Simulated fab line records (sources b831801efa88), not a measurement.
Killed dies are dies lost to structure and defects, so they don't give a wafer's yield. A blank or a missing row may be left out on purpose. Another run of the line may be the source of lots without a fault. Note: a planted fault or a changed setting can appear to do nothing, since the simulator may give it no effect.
Shared-tool check :: flow gf180mcu :: Sample size 12 lots and 36 wafers

## REASON IT WAS OPENED
2 of 12 lots carry a flag on the reading HV_LDD_CVD_56_THK at GF_HV_LDD_THK_MEAS_57. No-fault wafers: 90.0 nm, standard deviation 0.89.
Rule: a lot is flagged when every wafer of it that has a number lies more than 4 standard deviations from that mean, or none has a number. The other lots count as sound.

lot: L578
measured: day 12 15:02
on: filmMetro-04
HV_LDD_CVD_56_THK (nm), wafer by wafer: 88.7 89.6 88.5
flag: 

lot: L580
measured: day 13 13:04
on: filmMetro-04
HV_LDD_CVD_56_THK (nm), wafer by wafer: 89.5 90.4 90.2
flag: 

lot: L582
measured: day 14 01:41
on: filmMetro-04
HV_LDD_CVD_56_THK (nm), wafer by wafer: 89.7 89.8 89.5
flag: 

lot: L583
measured: day 14 10:52
on: filmMetro-04
HV_LDD_CVD_56_THK (nm), wafer by wafer: 89.5 89.9 89.3
flag: 

lot: L584
measured: day 14 20:03
on: filmMetro-02
HV_LDD_CVD_56_THK (nm), wafer by wafer: 90.1 90.3 90.3
flag: 

lot: L585
measured: day 15 05:51
on: filmMetro-04
HV_LDD_CVD_56_THK (nm), wafer by wafer: 90.9 90.8 91.0
flag: 

lot: L587
measured: day 16 08:10
on: filmMetro-03
HV_LDD_CVD_56_THK (nm), wafer by wafer: 90.9 92.0 90.8
flag: 

lot: L591
measured: day 17 08:40
on: filmMetro-04
HV_LDD_CVD_56_THK (nm), wafer by wafer: 89.1 89.2 89.7
flag: 

lot: L595
measured: day 18 17:16
on: filmMetro-04
HV_LDD_CVD_56_THK (nm), wafer by wafer: 108.3 107.7 107.7
flag: FLAGGED

lot: L597
measured: day 19 04:58
on: filmMetro-04
HV_LDD_CVD_56_THK (nm), wafer by wafer: 105.4 107.4 106.8
flag: FLAGGED

lot: L598
measured: day 19 22:46
on: filmMetro-02
HV_LDD_CVD_56_THK (nm), wafer by wafer: 91.8 91.8 91.7
flag: 

lot: L599
measured: day 20 01:32
on: filmMetro-03
HV_LDD_CVD_56_THK (nm), wafer by wafer: 90.7 90.5 91.0
flag: 
The numbers of the flagged lots are 107.2 nm on average: +17.2 nm against the usual, or +19 standard deviations.

## WHICH TOOL RAN EACH LOT
The record holds 1 process step before the reading, out of a route of 602 steps. Read each cell as the tool, then ch plus the chambers that the sampled wafers visited, then the start.
lot: L578
flag: 
GF_HV_LDD_CVD_56: lpcvd-02 ch 0, day 12 13:35

lot: L580
flag: 
GF_HV_LDD_CVD_56: lpcvd-01 ch 1, day 13 11:38

lot: L582
flag: 
GF_HV_LDD_CVD_56: lpcvd-01 ch 1, day 14 00:15

lot: L583
flag: 
GF_HV_LDD_CVD_56: lpcvd-02 ch 0, day 14 09:26

lot: L584
flag: 
GF_HV_LDD_CVD_56: lpcvd-02 ch 0, day 14 18:36

lot: L585
flag: 
GF_HV_LDD_CVD_56: lpcvd-01 ch 0, day 15 04:26

lot: L587
flag: 
GF_HV_LDD_CVD_56: lpcvd-02 ch 1, day 16 06:44

lot: L591
flag: 
GF_HV_LDD_CVD_56: lpcvd-02 ch 1, day 17 07:14

lot: L595
flag: FLAGGED
GF_HV_LDD_CVD_56: lpcvd-02 ch 0, day 18 15:50

lot: L597
flag: FLAGGED
GF_HV_LDD_CVD_56: lpcvd-02 ch 0, day 19 03:32

lot: L598
flag: 
GF_HV_LDD_CVD_56: lpcvd-01 ch 0, day 19 21:20

lot: L599
flag: 
GF_HV_LDD_CVD_56: lpcvd-01 ch 0, day 20 00:05
What the steps here do:
- GF_HV_LDD_CVD_56: deposits Si3N4 from DCS/NH3, target thk 90 nm, time 1543 s.
- GF_HV_LDD_THK_MEAS_57

## FLAGGED OVER TOTAL, TOOL BY TOOL (the gauges that took the reading come last)
step: GF_HV_LDD_CVD_56
tool: lpcvd-01
lots run: 5
flagged: 0
share of the flagged lots: none
sound lots run after its first flagged lot: -

step: GF_HV_LDD_CVD_56
tool: lpcvd-02
lots run: 7
flagged: 2
share of the flagged lots: all
sound lots run after its first flagged lot: 0

step: GF_HV_LDD_THK_MEAS_57
tool: filmMetro-02
lots run: 2
flagged: 0
share of the flagged lots: none
sound lots run after its first flagged lot: -

step: GF_HV_LDD_THK_MEAS_57
tool: filmMetro-03
lots run: 2
flagged: 0
share of the flagged lots: none
sound lots run after its first flagged lot: -

step: GF_HV_LDD_THK_MEAS_57
tool: filmMetro-04
lots run: 8
flagged: 2
share of the flagged lots: all
sound lots run after its first flagged lot: 0

## WHAT IS ALLOWED BY THE TABLE
lpcvd-02 at GF_HV_LDD_CVD_56 and filmMetro-04 at GF_HV_LDD_THK_MEAS_57 are the 2 rows of the table that ran each flagged lot.
- lpcvd-02 at GF_HV_LDD_CVD_56 ran 7 lots, 2 of them flagged. It ran its last sound lot, L591, at day 17 07:14 and its first flagged lot, L595, at day 18 15:50: a fault with its onset between the two fits.
- filmMetro-04 at GF_HV_LDD_THK_MEAS_57 ran 8 lots, 2 of them flagged. It ran its last sound lot, L591, at day 17 08:40 and its first flagged lot, L595, at day 18 17:16: a fault with its onset between the two fits.
A lot count leaves these 2 tools indistinguishable: every one of them fits a fault beginning at some hour. More lots, or a look at what each step does to the wafer, might.

## WHAT THE SIMULATOR PUT IN
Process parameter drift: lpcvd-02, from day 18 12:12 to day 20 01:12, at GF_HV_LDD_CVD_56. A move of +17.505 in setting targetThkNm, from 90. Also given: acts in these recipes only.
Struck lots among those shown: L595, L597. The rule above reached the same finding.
